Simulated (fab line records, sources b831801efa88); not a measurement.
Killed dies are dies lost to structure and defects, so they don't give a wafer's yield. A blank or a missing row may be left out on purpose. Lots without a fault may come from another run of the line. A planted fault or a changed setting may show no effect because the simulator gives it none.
fab line records | flow sky130
record lots=5 wafers=15 last_day=51
route steps=708 shown SD_N@358 SD_P@359 RES_XHIGH@360 SALICIDE@361 LI_CONTACT@362 LOCAL_INTERCONNECT@387
lots that met no fault: from a run of the same line without faults
start_h: hours from the record's first day to the start of the lot's first wafer shown | wait_h: hours since the lot's step before | " the same as in the row above | L1.1+2: a row that stands for several wafers | - no value, or no start given | * or withheld: withheld | < > ~ a bound
route shown NAME@n: a module of which the file shows steps, and the number in the route of the first | usual: mean/standard deviation of fault-free wafers | same: alike in all rows | chamber/n: place in a boat | sites: the reading at each site | _std_site: their standard deviation | _edge_site: outer sites' mean less inner sites' | radius_mm: how far each site lies from the wafer's centre | mask NAME#n: copy n | behind: the tool/chamber that last shaped the wafer | hold: why the lot was held/for how many hours/how that ended | device: the transistor (n, p or np) that didn't switch | end of line: the same wafers' tests at the end of the route | a step without rows: its recipe alone | killed: dies lost to structure and defects at the first sort, not the wafer's yield | map: a wafer's dies, x killed, . not, _ none there
set.NAME: the setting as run; set.NAME@STEP: as run at that earlier step | model.NAME: the simulator's own value behind a step, which no gauge read
lots at some steps of the route; a table a step, a row a wafer
services: from which hour (start_h, from the record's first day; less than 0 if before it) a tool's chamber was out of use, for how many hours, and why
## steps
# step SKY_SD_N_RS_MEAS_16
# recipe thk_meas_gauge=four-point-probe
# usual SD_N_RS=68.60/0.12
# columns lot.wafer tool chamber start_h wait_h SD_N_RS[ohm/sq]
L074.2 film_metro-02 - 673.96 0.1 68.48
L074.4 " - " " 68.56
L074.5 " - " " 68.55
L076.1 film_metro-03 - 685.39 0.1 68.62
L076.2 " - " " 68.58
L076.6 " - " " 68.69
L083.1 film_metro-01 - 758.24 0.1 68.76
L083.2 " - " " 68.56
L083.3 " - " " 68.51
L090.1 film_metro-02 - 815.38 0.1 68.38
L090.3 " - " " 68.49
L090.4 " - " " 68.48
L094.2 film_metro-03 - 836.54 0.1 68.60
L094.4 " - " " 68.63
L094.5 " - " " 68.61
# step SKY_SD_N_RS_MEAS_17
# recipe thk_meas_gauge=four-point-probe
# usual SD_P_RS=147.1/0.35
# columns lot.wafer tool chamber start_h wait_h SD_P_RS[ohm/sq]
L074.2 film_metro-02 - 674.08 0.1 147.2
L074.4 " - " " 147.2
L074.5 " - " " 147.4
L076.1 film_metro-03 - 685.51 0.1 147.3
L076.2 " - " " 147.7
L076.6 " - " " 147.5
L083.1 film_metro-01 - 758.36 0.1 147.2
L083.2 " - " " 147.1
L083.3 " - " " 147.4
L090.1 film_metro-02 - 815.50 0.1 146.4
L090.3 " - " " 146.9
L090.4 " - " " 146.9
L094.2 film_metro-03 - 836.66 0.1 147.1
L094.4 " - " " 147.4
L094.5 " - " " 147.0
# step SKY_SD_N_RS_MEAS_18
# recipe thk_meas_gauge=four-point-probe
# usual RES_XHIGH_RS=333.6/1.2
# columns lot.wafer tool chamber start_h wait_h RES_XHIGH_RS[ohm/sq]
L074.2 film_metro-02 - 674.20 0.1 333.1
L074.4 " - " " 334.0
L074.5 " - " " 333.4
L076.1 film_metro-03 - 685.63 0.1 333.6
L076.2 " - " " 333.5
L076.6 " - " " 333.1
L083.1 film_metro-01 - 758.48 0.1 334.3
L083.2 " - " " 334.2
L083.3 " - " " 333.4
L090.1 film_metro-02 - 815.62 0.1 333.5
L090.3 " - " " 332.9
L090.4 " - " " 334.3
L094.2 film_metro-03 - 836.78 0.1 334.6
L094.4 " - " " 333.9
L094.5 " - " " 334.2
# step SKY_SALICIDE_CLEAN_00
# recipe chemistry=HF-last time_s=30 dilution=100:1 dry=ipa_marangoni
# same time_s=30
# columns lot.wafer tool chamber start_h wait_h
L074.2+4+5 wet_bench-02 0 674.30 0.1
L076.1+2+6 wet_bench-04 3 685.75 0.1
L083.1+2+3 wet_bench-04 0 758.60 0.1
L090.1+3+4 wet_bench-01 2 815.74 0.1
L094.2+4+5 wet_bench-01 2 836.88 0.1
# step SKY_LI_CONTACT_HDPCVD_00
# recipe material=PSG target_thk_nm=930 sigma_open_frac=0.3 time_s=155 temp_c=600 sih4_flow_sccm=60 pressure_mtorr=6
# usual pressure_mtorr=6.000/0.012
# same time_s=155
# columns lot.wafer tool chamber start_h wait_h pressure_mtorr
L074.2 hdpcvd-01 1 674.32 0.0 5.998
L074.4 " 1 " " 5.985
L074.5 " 2 " " 5.994
L076.1 hdpcvd-02 1 685.77 0.0 5.987
L076.2 " 2 " " 5.983
L076.6 " 0 " " 5.991
L083.1 hdpcvd-02 2 758.62 0.0 6.004
L083.2 " 0 " " 6.024
L083.3 " 1 " " 6.007
L090.1 hdpcvd-02 2 815.76 0.0 5.991
L090.3 " 1 " " 5.993
L090.4 " 0 " " 5.992
L094.2 hdpcvd-01 0 836.90 0.0 6.008
L094.4 " 0 " " 5.986
L094.5 " 1 " " 6.016
# step SKY_LI_CONTACT_THK_MEAS_01
# recipe reads=PSG_of_LI_CONTACT_HDPCVD_00
# usual LI_CONTACT_HDPCVD_THK=931/12
# columns lot.wafer tool chamber start_h wait_h LI_CONTACT_HDPCVD_THK[nm]
L074.2 film_metro-03 - 674.43 0.1 905
L074.4 " - " " 908
L074.5 " - " " 908
L076.1 film_metro-03 - 685.87 0.1 948
L076.2 " - " " 947
L076.6 " - " " 960
L083.1 film_metro-01 - 758.72 0.1 941
L083.2 " - " " 942
L083.3 " - " " 934
L090.1 film_metro-03 - 815.87 0.1 939
L090.3 " - " " 949
L090.4 " - " " 944
L094.2 film_metro-01 - 837.01 0.1 935
L094.4 " - " " 936
L094.5 " - " " 932
# step SKY_LI_CONTACT_CMP_02
# recipe material=PSG down_force_psi=4 platen_rpm=60 pad_velocity_m_s=0.94248
# usual head_pressure_psi=3.999/0.0088 motor_current_A=12.4/1.3 time_to_endpoint_s=33/3.1
# columns lot.wafer tool chamber start_h wait_h head_pressure_psi motor_current_A time_to_endpoint_s
L074.2 cmp-01 0 674.53 0.1 4.003 12.1 25
L074.4 " 1 " " 3.998 11.3 33
L074.5 " 3 " " 4.008 10.7 33
L076.2 cmp-01 3 686.04 0.1 4.000 10.4 33
L076.1 " 0 " " 4.012 12.2 28
L076.6 " 2 " " 4.006 11.6 34
L083.2 cmp-02 0 758.83 0.1 3.987 11.3 29
L083.3 " 1 " " 4.011 14.8 31
L083.1 " 2 " " 3.980 12.0 31
L090.4 cmp-01 0 815.98 0.1 3.990 11.5 30
L090.3 " 1 " " 3.998 11.5 31
L090.1 " 2 " " 4.001 11.5 30
L094.2 cmp-01 0 837.06 0.0 4.001 11.7 30
L094.4 " 1 " " 4.001 11.8 36
L094.5 " 1 " " 4.000 12.3 36
# step SKY_LI_CONTACT_BOW_MEAS_03
# recipe mode=bow
# usual LI_CONTACT_BOW=56/7.1
# columns lot.wafer tool chamber start_h wait_h LI_CONTACT_BOW[um]
L074.2 film_metro-03 - 674.80 0.2 56
L074.4 " - " " 61
L074.5 " - " " 50
L076.1 film_metro-01 - 686.25 0.1 53
L076.2 " - " " 64
L076.6 " - " " 56
L083.1 film_metro-01 - 759.08 0.1 59
L083.2 " - " " 62
L083.3 " - " " 61
L090.1 film_metro-02 - 816.23 0.1 63
L090.3 " - " " 48
L090.4 " - " " 41
L094.2 film_metro-03 - 837.38 0.3 47
L094.4 " - " " 58
L094.5 " - " " 60
# step SKY_LI_CONTACT_DEHYDRATE_04
# recipe temp_c=200 time_s=60
# usual resist_line_temp_C=23.01/0.1
# same time_s=60
# columns lot.wafer tool chamber start_h wait_h resist_line_temp_C
L074.2 litho_track-03 0 688.24 13.4 22.93
L074.4 " 0 " " 23.11
L074.5 " 0 " " 22.87
L076.1 litho_track-03 0 700.61 14.3 22.91
L076.2 " 0 " " 23.03
L076.6 " 0 " " 22.95
L083.1 litho_track-03 0 773.96 14.9 22.84
L083.2 " 0 " " 23.08
L083.3 " 0 " " 22.91
L090.1 litho_track-03 0 829.51 13.3 23.09
L090.3 " 0 " " 22.92
L090.4 " 0 " " 23.08
L094.2 litho_track-03 0 849.94 12.5 23.04
L094.4 " 0 " " 22.89
L094.5 " 0 " " 22.90
# step SKY_LI_CONTACT_HMDS_05
# recipe prime_time_s=60 prime_temp_c=120
# usual resist_line_temp_C=22.98/0.11
# columns lot.wafer tool chamber start_h wait_h resist_line_temp_C
L074.2 litho_track-03 0 688.39 0.1 23.03
L074.4 " 0 " " 22.89
L074.5 " 0 " " 23.08
L076.1 litho_track-03 0 700.76 0.1 22.95
L076.2 " 0 " " 22.93
L076.6 " 0 " " 22.92
L083.1 litho_track-03 0 774.11 0.1 23.01
L083.2 " 0 " " 22.78
L083.3 " 0 " " 22.90
L090.1 litho_track-03 0 829.66 0.1 23.06
L090.3 " 0 " " 23.01
L090.4 " 0 " " 22.97
L094.2 litho_track-03 0 850.09 0.1 23.16
L094.4 " 0 " " 23.01
L094.5 " 0 " " 23.07
# step SKY_LI_CONTACT_COAT_06
# recipe resist=BARC temp_c=withheld time_s=withheld spin_rpm=3000 resist_thk_nm=60
# usual resist_line_temp_C=*
# columns lot.wafer tool chamber start_h wait_h resist_line_temp_C
L074.2 litho_track-03 0 688.54 0.1 *
L074.4 " 0 " " *
L074.5 " 0 " " *
L076.1 litho_track-03 0 700.91 0.1 *
L076.2 " 0 " " *
L076.6 " 0 " " *
L083.1 litho_track-03 0 774.26 0.1 *
L083.2 " 0 " " *
L083.3 " 0 " " *
L090.1 litho_track-03 0 829.81 0.1 *
L090.3 " 0 " " *
L090.4 " 0 " " *
L094.2 litho_track-03 0 850.24 0.1 *
L094.4 " 0 " " *
L094.5 " 0 " " *
# step SKY_LI_CONTACT_COAT_07
# recipe resist=KrF-thick spin_rpm=3000 resist_thk_nm=450
# usual resist_line_temp_C=23.00/0.12
# columns lot.wafer tool chamber start_h wait_h resist_line_temp_C
L074.2 litho_track-03 0 - - 22.88
L074.4 " 0 " " 22.81
L074.5 " 0 " " 22.74
L076.1 litho_track-03 0 - - 23.07
L076.2 " 0 " " 22.92
L076.6 " 0 " " 22.88
L083.1 litho_track-03 0 - - 23.11
L083.2 " 0 " " 23.08
L083.3 " 0 " " 23.09
L090.1 litho_track-03 0 - - 22.92
L090.3 " 0 " " 22.79
L090.4 " 0 " " 23.07
L094.2 litho_track-03 0 - - 23.10
L094.4 " 0 " " 23.00
L094.5 " 0 " " 23.20
# step SKY_LI_CONTACT_SOFTBAKE_08
# recipe temp_c=100 time_s=90 resist=KrF-thick
# usual resist_line_temp_C=23.01/0.11
# same time_s=90
# columns lot.wafer tool chamber start_h wait_h resist_line_temp_C
L074.2 litho_track-03 0 - - 22.91
L074.4 " 0 " " 23.03
L074.5 " 0 " " 23.03
L076.1 litho_track-03 0 - - 23.04
L076.2 " 0 " " 23.26
L076.6 " 0 " " 23.01
L083.1 litho_track-03 0 - - 23.15
L083.2 " 0 " " 23.13
L083.3 " 0 " " 23.07
L090.1 litho_track-03 0 - - 22.92
L090.3 " 0 " " 23.03
L090.4 " 0 " " 23.06
L094.2 litho_track-03 0 - - 22.84
L094.4 " 0 " " 22.88
L094.5 " 0 " " 22.93
# step SKY_LI_CONTACT_EXPOSE_09
# recipe mask_id=LICM1 na=0.8 source_shape=annular sigma_inner=0.55 sigma_outer=0.85 target_cd_nm=170 dose_mj=38
# columns lot.wafer tool chamber start_h wait_h mask
L074.2+4+5 krf_scanner-01 0 - - LICM1#0
L076.1+2+6 krf_scanner-02 0 - - LICM1#0
L083.1+2+3 krf_scanner-02 0 - - LICM1#0
L090.1+3+4 krf_scanner-02 0 - - LICM1#0
L094.2+4+5 krf_scanner-01 0 - - LICM1#0
# step SKY_LI_CONTACT_PEB_10
# recipe peb_temp_c=withheld peb_time_s=withheld resist=KrF-thick
# usual resist_line_temp_C=*
# columns lot.wafer tool chamber start_h wait_h resist_line_temp_C
L074.2 litho_track-03 0 - - *
L074.4 " 0 " " *
L074.5 " 0 " " *
L076.1 litho_track-04 0 - - *
L076.2 " 0 " " *
L076.6 " 0 " " *
L083.1 litho_track-02 0 - - *
L083.2 " 0 " " *
L083.3 " 0 " " *
L090.1 litho_track-03 0 - - *
L090.3 " 0 " " *
L090.4 " 0 " " *
L094.2 litho_track-02 0 - - *
L094.4 " 0 " " *
L094.5 " 0 " " *
# step SKY_LI_CONTACT_DEVELOP_11
# recipe develop_time_s=60 resist=KrF-thick dev_temp_c=21
# usual developer_temp_C=21.00/0.11 resist_line_temp_C=22.97/0.11
# columns lot.wafer tool chamber start_h wait_h developer_temp_C resist_line_temp_C
L074.2 litho_track-03 0 - - 21.00 22.87
L074.4 " 0 " " 20.99 23.09
L074.5 " 0 " " 20.77 22.90
L076.1 litho_track-04 0 - - 21.13 22.95
L076.2 " 0 " " 21.00 23.02
L076.6 " 0 " " 21.08 23.09
L083.1 litho_track-02 0 - - 21.11 22.93
L083.2 " 0 " " 20.96 22.82
L083.3 " 0 " " 21.11 22.95
L090.1 litho_track-03 0 - - 21.02 22.92
L090.3 " 0 " " 20.88 22.83
L090.4 " 0 " " 20.91 22.93
L094.2 litho_track-02 0 - - 20.99 22.91
L094.4 " 0 " " 20.90 22.84
L094.5 " 0 " " 21.10 22.71
# step SKY_LI_CONTACT_CD_MEAS_12
# recipe target_cd_nm=170
# usual cd_nm=169.6/1.7
# columns lot.wafer tool chamber start_h wait_h cd_nm
L074.2 cd_sem-01 - 704.93 - 166.3
L074.4 " - " " 167.4
L074.5 " - " " 168.5
L076.1 cd_sem-02 - 717.28 - 167.7
L076.2 " - " " 168.4
L076.6 " - " " 168.8
L083.1 cd_sem-01 - 788.85 - 168.5
L083.2 " - " " 168.7
L083.3 " - " " 169.0
L090.1 cd_sem-02 - 843.01 - 169.0
L090.3 " - " " 167.7
L090.4 " - " " 168.6
L094.2 cd_sem-02 - 863.87 - 168.6
L094.4 " - " " 168.3
L094.5 " - " " 170.1
# step SKY_LI_CONTACT_OVL_MEAS_13
# usual LI_CONTACT_OVL=-5/6.3
# columns lot.wafer tool chamber start_h wait_h LI_CONTACT_OVL[nm]
L074.2 overlay-01 - 705.06 0.1 -8
L074.4 " - " " -14
L074.5 " - " " -12
L076.1 overlay-02 - 717.40 0.1 -15
L076.2 " - " " -8
L076.6 " - " " -4
L083.1 overlay-01 - 788.97 0.1 -8
L083.2 " - " " -11
L083.3 " - " " -12
L090.1 overlay-02 - 843.13 0.1 -4
L090.3 " - " " 3
L090.4 " - " " 11
L094.2 overlay-02 - 863.98 0.1 -6
L094.4 " - " " -6
L094.5 " - " " -7
# step SKY_LI_CONTACT_ETCH_14
# recipe chemistry=N2/H2 target=BARC ion_energy_ev=200 source_w=500 bias_w=100 pressure_mtorr=30 n2_flow_sccm=100 h2_flow_sccm=200 stop_on=SiO2 time_s=45.9 target_depth_a=600
# usual drypump_motor_current_A=5.8/0.4 oes_product_au=0.855/0.0053 throttle_valve_pct=13.226/0.0099
# same time_s=45.9
# columns lot.wafer tool chamber start_h wait_h drypump_motor_current_A oes_product_au rf_hours_counter_h throttle_valve_pct
L074.2 rie_diel-03 0 705.09 0.0 6.0 0.857 12 13.224
L074.4 " 1 " " 5.5 0.851 8 13.245
L074.5 " 2 " " 5.6 0.859 - 13.201
L076.1 rie_diel-03 3 717.44 0.0 5.1 0.851 10 13.230
L076.2 " 1 " " 5.5 0.851 8 13.230
L076.6 " 2 " " 5.6 0.849 - 13.212
L083.1 rie_diel-03 1 789.01 0.0 5.5 0.862 10 13.230
L083.2 " 3 " " 5.1 0.857 12 13.242
L083.3 " 2 " " 5.6 0.847 16 13.223
L090.1 rie_diel-02 3 843.17 0.0 5.3 0.860 9 13.232
L090.3 " 1 " " 5.7 0.854 2 13.234
L090.4 " 0 " " 5.3 0.851 10 13.226
L094.2 rie_diel-02 2 864.01 0.0 6.4 0.856 9 13.224
L094.4 " 3 " " 5.3 0.863 10 13.229
L094.5 " 1 " " 5.6 0.862 - 13.227
# step SKY_LI_CONTACT_ETCH_15
# recipe target=PSG chemistry=C4F8/O2/Ar stop_on=Si taper_deg=4.15 mask_material=KrF-thick source_w=1500 bias_w=1200 pressure_mtorr=40 c4f8_flow_sccm=withheld O2_flow_sccm=6 Ar_flow_sccm=300 time_s=withheld target_depth_a=6000
# usual oes_product_au=0.837/0.0044
# columns lot.wafer tool chamber start_h wait_h oes_product_au
L074.2 rie_diel-03 0 705.13 0.0 0.836
L074.4 " 1 " " 0.838
L074.5 " 2 " " 0.826
L076.1 rie_diel-03 3 717.48 0.0 0.832
L076.2 " 1 " " 0.830
L076.6 " 2 " " 0.834
L083.1 rie_diel-03 1 789.05 0.0 0.841
L083.2 " 3 " " 0.834
L083.3 " 2 " " 0.834
L090.1 rie_diel-02 3 843.21 0.0 0.838
L090.3 " 1 " " 0.840
L090.4 " 0 " " 0.840
L094.2 rie_diel-02 2 864.05 0.0 0.833
L094.4 " 3 " " 0.847
L094.5 " 1 " " 0.835
# step SKY_LI_CONTACT_STRIP_16
# recipe chemistry=O2/N2 power_w=1400 pressure_mtorr=1500 platen_temp_c=withheld o2_flow_sccm=3000 n2_flow_sccm=300 overash_fraction=0.5
# usual drypump_motor_current_A=5.8/0.52 oes_product_au=0.375/0.0045 strip_time_to_endpoint_s=3.478/0.03
# columns lot.wafer tool chamber start_h wait_h drypump_motor_current_A oes_product_au rf_hours_counter_h strip_time_to_endpoint_s
L074.2 plasma_asher-02 0 705.21 - 6.2 0.374 102 3.478
L074.4 " 1 " " 4.7 0.370 - 3.461
L074.5 " 1 " " 4.7 0.377 - 3.445
L076.1 plasma_asher-02 1 717.56 - 4.7 0.368 103 3.530
L076.2 " 0 " " 6.2 0.373 103 3.482
L076.6 " 1 " " 4.7 0.373 - 3.495
L083.1 plasma_asher-01 0 789.13 - 5.3 0.363 37 3.482
L083.2 " 1 " " 6.2 0.383 37 3.548
L083.3 " 1 " " 6.2 0.373 - 3.495
L090.1 plasma_asher-03 1 843.30 - 6.2 0.383 70 3.499
L090.3 " 1 " " 6.2 0.374 - 3.512
L090.4 " 0 " " 5.6 0.378 - 3.492
L094.2 plasma_asher-03 1 864.13 - 6.3 0.381 72 3.487
L094.4 " 1 " " 6.3 0.378 - 3.475
L094.5 " 1 " " 6.3 0.372 - 3.503
# step SKY_LI_CONTACT_CLEAN_17
# recipe chemistry=NMP time_s=600 temp_c=60 dry=n2_spin
# same time_s=600
# columns lot.wafer tool chamber start_h wait_h
L074.2+4+5 wet_bench-01 0 705.31 0.1
L076.1+2+6 wet_bench-02 3 717.66 0.1
L083.1+2+3 wet_bench-01 1 789.23 0.1
L090.1+3+4 wet_bench-01 2 843.40 0.1
L094.2+4+5 wet_bench-03 0 864.23 0.1
# step SKY_LI_CONTACT_PRE_CLEAN_18
# recipe gas=Ar time_s=5.6 bias_v=358
# same time_s=5.6
# columns lot.wafer tool chamber start_h wait_h
L074.2+4+5 pvd_sputter-02 - 705.49 0.0
L076.1+2+6 pvd_sputter-01 - 717.84 0.0
L083.1+2+3 pvd_sputter-04 - 789.41 0.0
L090.1+3+4 pvd_sputter-04 - 843.57 0.0
L094.2+4+5 pvd_sputter-02 - 864.41 0.0
# step SKY_LI_CONTACT_SPUTTER_19
# recipe material=Ti target_thk_nm=20 chamber_pressure_pa=5 power_w=2500 substrate_temp_c=200 time_s=106.37
# usual throttle_valve_pct=30.1/0.95
# same time_s=106.37
# columns lot.wafer tool chamber start_h wait_h throttle_valve_pct
L074.2 pvd_sputter-02 - 705.51 0.0 29.3
L074.4 " - " " 28.8
L074.5 " - " " 28.6
L076.1 pvd_sputter-01 - 717.86 0.0 31.8
L076.2 " - " " 31.1
L076.6 " - " " 31.1
L083.1 pvd_sputter-04 - 789.43 0.0 30.3
L083.2 " - " " 28.7
L083.3 " - " " 30.1
L090.1 pvd_sputter-04 - 843.59 0.0 30.0
L090.3 " - " " 30.4
L090.4 " - " " 29.5
L094.2 pvd_sputter-02 - 864.43 0.0 29.7
L094.4 " - " " 30.5
L094.5 " - " " 30.4
# step SKY_LI_CONTACT_SPUTTER_20
# recipe material=TiN target_thk_nm=20 chamber_pressure_pa=5 power_w=4000 time_s=80
# usual throttle_valve_pct=30.1/0.96
# same time_s=80
# columns lot.wafer tool chamber start_h wait_h throttle_valve_pct
L074.2 pvd_sputter-02 - 705.58 0.0 29.6
L074.4 " - " " 28.7
L074.5 " - " " 28.4
L076.1 pvd_sputter-01 - 717.94 0.0 31.7
L076.2 " - " " 31.1
L076.6 " - " " 31.2
L083.1 pvd_sputter-04 - 789.50 0.0 30.4
L083.2 " - " " 28.6
L083.3 " - " " 29.9
L090.1 pvd_sputter-04 - 843.67 0.0 29.9
L090.3 " - " " 30.8
L090.4 " - " " 29.7
L094.2 pvd_sputter-02 - 864.50 0.0 29.7
L094.4 " - " " 30.4
L094.5 " - " " 30.5
# step SKY_LI_CONTACT_CVD_21
# recipe material=W target_thk_nm=400 time_s=120.56 temp_c=400 pressure_torr=40
# usual chamber_pressure_Torr=40.01/0.084 heater_power_outer_w=567/57 heater_power_w=920/67
# same time_s=120.56
# columns lot.wafer tool chamber start_h wait_h chamber_pressure_Torr heater_power_outer_w heater_power_w
L074.2 cvd_w-01 0 705.65 0.0 39.82 640 977
L074.4 " 0 " " 39.81 607 975
L074.5 " 1 " " 39.99 547 891
L076.1 cvd_w-02 0 718.00 0.0 40.07 474 808
L076.2 " 1 " " 39.75 605 943
L076.6 " 0 " " 40.01 473 811
L083.1 cvd_w-01 1 789.57 0.0 40.10 543 901
L083.2 " 0 " " 40.06 636 973
L083.3 " 0 " " 40.13 616 973
L090.1 cvd_w-02 1 843.73 0.0 39.94 608 954
L090.3 " 1 " " 40.02 636 975
L090.4 " 0 " " 39.99 478 826
L094.2 cvd_w-01 1 864.57 0.0 39.95 556 909
L094.4 " 1 " " 40.01 562 899
L094.5 " 1 " " 39.91 538 883
# step SKY_LI_CONTACT_RS_MEAS_22
# recipe thk_meas_gauge=four-point-probe reads=W_of_LI_CONTACT_CVD_21+TiN_of_LI_CONTACT_SPUTTER_20+Ti_of_LI_CONTACT_SPUTTER_19
# usual LI_CONTACT_W_RS=0.287/0.0036
# columns lot.wafer tool chamber start_h wait_h LI_CONTACT_W_RS[ohm/sq]
L074.2 film_metro-03 - 705.79 0.1 0.281
L074.4 " - " " 0.282
L074.5 " - " " 0.288
L076.1 film_metro-03 - 718.12 0.1 0.289
L076.2 " - " " 0.291
L076.6 " - " " 0.288
L083.1 film_metro-03 - 789.69 0.1 0.287
L083.2 " - " " 0.284
L083.3 " - " " 0.284
L090.1 film_metro-02 - 843.85 0.1 0.283
L090.3 " - " " 0.286
L090.4 " - " " 0.290
L094.2 film_metro-01 - 864.71 0.1 0.298
L094.4 " - " " 0.297
L094.5 " - " " 0.295
# step SKY_LI_CONTACT_THK_MEAS_23
# recipe thk_meas_gauge=xrf reads=W_of_LI_CONTACT_CVD_21
# usual LI_CONTACT_W_THK=409/5.3
# columns lot.wafer tool chamber start_h wait_h LI_CONTACT_W_THK[nm]
L074.2 film_metro-03 - 705.90 0.1 415
L074.4 " - " " 417
L074.5 " - " " 407
L076.1 film_metro-03 - 718.24 0.1 403
L076.2 " - " " 401
L076.6 " - " " 407
L083.1 film_metro-03 - 789.81 0.1 407
L083.2 " - " " 413
L083.3 " - " " 409
L090.1 film_metro-02 - 843.97 0.1 416
L090.3 " - " " 415
L090.4 " - " " 404
L094.2 film_metro-01 - 864.82 0.1 396
L094.4 " - " " 398
L094.5 " - " " 400
# step SKY_LI_CONTACT_CMP_24
# recipe stop_on=PSG t_overpolish_s=20 down_force_psi=3.5 platen_rpm=60 target_thk_nm=0 pad_velocity_m_s=0.94248
# usual head_pressure_psi=3.500/0.007 motor_current_A=11.2/1.1 overpolish_run_s=20.000/0.0082 time_to_endpoint_s=96/4.1
# columns lot.wafer tool chamber start_h wait_h head_pressure_psi motor_current_A overpolish_run_s time_to_endpoint_s
L074.4 cmp-02 2 706.00 0.1 3.494 10.9 19.996 93
L074.2 " 3 " " 3.498 13.0 20.003 101
L074.5 " 1 " " 3.513 13.0 19.999 94
L076.1 cmp-01 3 718.30 0.1 3.492 9.9 20.001 95
L076.2 " 0 " " 3.502 10.6 19.993 89
L076.6 " 0 " " 3.496 11.3 20.000 92
L083.3 cmp-02 0 789.87 0.0 3.507 10.5 20.001 99
L083.2 " 1 " " 3.485 12.7 19.999 105
L083.1 " 2 " " 3.503 11.3 20.000 98
L090.1 cmp-01 1 844.03 0.1 3.504 11.0 19.998 94
L090.3 " 2 " " 3.511 11.6 19.981 94
L090.4 " 3 " " 3.490 9.7 19.993 96
L094.4 cmp-01 1 864.88 0.0 3.486 11.1 20.015 101
L094.2 " 3 " " 3.514 10.1 20.009 97
L094.5 " 1 " " 3.490 11.2 20.002 95
# step SKY_LOCAL_INTERCONNECT_SPUTTER_00
# recipe material=TiN target_thk_nm=100 temp_c=300 power_w=6500 time_s=83.3 chamber_pressure_pa=0.4
# usual throttle_valve_pct=29.3/0.87
# same time_s=83.3
# columns lot.wafer tool chamber start_h wait_h throttle_valve_pct
L074.2 pvd_sputter-02 - 706.25 0.1 29.9
L074.4 " - " " 28.8
L074.5 " - " " 28.5
L076.1 pvd_sputter-02 - 718.60 0.2 29.9
L076.2 " - " " 29.5
L076.6 " - " " 29.8
L083.1 pvd_sputter-03 - 790.17 0.1 27.9
L083.2 " - " " 28.1
L083.3 " - " " 29.7
L090.1 pvd_sputter-03 - 844.33 0.2 28.1
L090.3 " - " " 28.2
L090.4 " - " " 30.0
L094.2 pvd_sputter-02 - 865.18 0.1 28.5
L094.4 " - " " 29.5
L094.5 " - " " 29.4
# step SKY_LOCAL_INTERCONNECT_RS_MEAS_01
# recipe thk_meas_gauge=four-point-probe reads=TiN_of_LOCAL_INTERCONNECT_SPUTTER_00
# usual LOCAL_INTERCONNECT_TIN_RS=14.18/0.17
# columns lot.wafer tool chamber start_h wait_h LOCAL_INTERCONNECT_TIN_RS[ohm/sq]
L074.2 film_metro-04 - 706.33 0.1 14.14
L074.4 " - " " 14.30
L074.5 " - " " 14.33
L076.1 film_metro-02 - 718.66 0.0 14.04
L076.2 " - " " 14.28
L076.6 " - " " 13.96
L083.1 film_metro-02 - 790.23 0.0 14.14
L083.2 " - " " 14.00
L083.3 " - " " 14.01
L090.1 film_metro-04 - 844.40 0.0 14.20
L090.3 " - " " 14.17
L090.4 " - " " 14.23
L094.2 film_metro-04 - 865.27 0.1 14.52
L094.4 " - " " 14.31
L094.5 " - " " 14.13
# step SKY_LOCAL_INTERCONNECT_THK_MEAS_02
# recipe thk_meas_gauge=xrf reads=TiN_of_LOCAL_INTERCONNECT_SPUTTER_00
# usual LOCAL_INTERCONNECT_TIN_THK=99.4/1.1
# columns lot.wafer tool chamber start_h wait_h LOCAL_INTERCONNECT_TIN_THK[nm]
L074.2 film_metro-04 - 706.44 0.1 99.4
L074.4 " - " " 98.3
L074.5 " - " " 97.7
L076.1 film_metro-02 - 718.78 0.1 100.7
L076.2 " - " " 98.2
L076.6 " - " " 100.5
L083.1 film_metro-02 - 790.35 0.1 99.7
L083.2 " - " " 100.8
L083.3 " - " " 100.9
L090.1 film_metro-04 - 844.52 0.1 99.2
L090.3 " - " " 99.3
L090.4 " - " " 98.8
L094.2 film_metro-04 - 865.38 0.1 97.6
L094.4 " - " " 98.7
L094.5 " - " " 100.1
# step SKY_LOCAL_INTERCONNECT_DEHYDRATE_03
# recipe temp_c=200 time_s=60
# usual resist_line_temp_C=22.99/0.12
# same time_s=60
# columns lot.wafer tool chamber start_h wait_h resist_line_temp_C
L074.2 litho_track-03 0 720.64 14.2 22.87
L074.4 " 0 " " 23.07
L074.5 " 0 " " 22.92
L076.1 litho_track-04 0 733.38 14.6 23.04
L076.2 " 0 " " 22.96
L076.6 " 0 " " 22.82
L083.1 litho_track-04 0 803.53 13.2 22.94
L083.2 " 0 " " 22.90
L083.3 " 0 " " 22.97
L090.1 litho_track-01 0 857.20 12.7 22.95
L090.3 " 0 " " 22.77
L090.4 " 0 " " 22.93
L094.2 litho_track-04 0 877.71 12.3 22.99
L094.4 " 0 " " 23.02
L094.5 " 0 " " 23.08
# step SKY_LOCAL_INTERCONNECT_HMDS_04
# recipe prime_time_s=60 prime_temp_c=120
# usual resist_line_temp_C=23.01/0.11
# columns lot.wafer tool chamber start_h wait_h resist_line_temp_C
L074.2 litho_track-03 0 720.79 0.1 22.95
L074.4 " 0 " " 22.95
L074.5 " 0 " " 22.88
L076.1 litho_track-04 0 733.53 0.1 23.07
L076.2 " 0 " " 23.08
L076.6 " 0 " " 22.96
L083.1 litho_track-04 0 803.68 0.1 23.04
L083.2 " 0 " " 23.17
L083.3 " 0 " " 23.10
L090.1 litho_track-01 0 857.35 0.1 23.04
L090.3 " 0 " " 22.90
L090.4 " 0 " " 23.05
L094.2 litho_track-04 0 877.86 0.1 22.93
L094.4 " 0 " " 22.98
L094.5 " 0 " " 23.14
## services
# columns tool chamber start_h hours kind
hdpcvd-02 - 650.75 15.0 pm
cmp-02 - 660.64 2.6 repair
krf_scanner-02 - 666.67 0.8 pm
krf_scanner-02 - 677.52 1.0 pm
cvd_w-01 - 687.24 14.6 pm
cmp-02 - 716.79 1.1 repair
cmp-02 - 719.92 2.1 repair
pvd_sputter-04 - 723.78 1.9 repair
rie_diel-03 0 725.29 1.2 repair
cvd_w-01 - 729.16 0.2 repair
wet_bench-01 - 733.00 1.9 pm
krf_scanner-02 - 733.24 1.3 pm
hdpcvd-02 0 739.55 18.9 repair
pvd_sputter-04 - 741.99 3.3 repair
pvd_sputter-02 - 745.58 1.9 repair
cmp-02 - 746.85 4.0 pm
cmp-02 - 748.69 3.4 repair
wet_bench-01 - 764.68 2.0 repair
pvd_sputter-02 - 772.23 1.0 repair
rie_diel-03 - 796.17 4.5 repair
pvd_sputter-04 - 823.17 5.8 repair
rie_diel-03 2 862.19 1.9 repair
cmp-01 - 867.94 12.5 repair
rie_diel-02 1 871.97 12.6 repair
## key
fault none
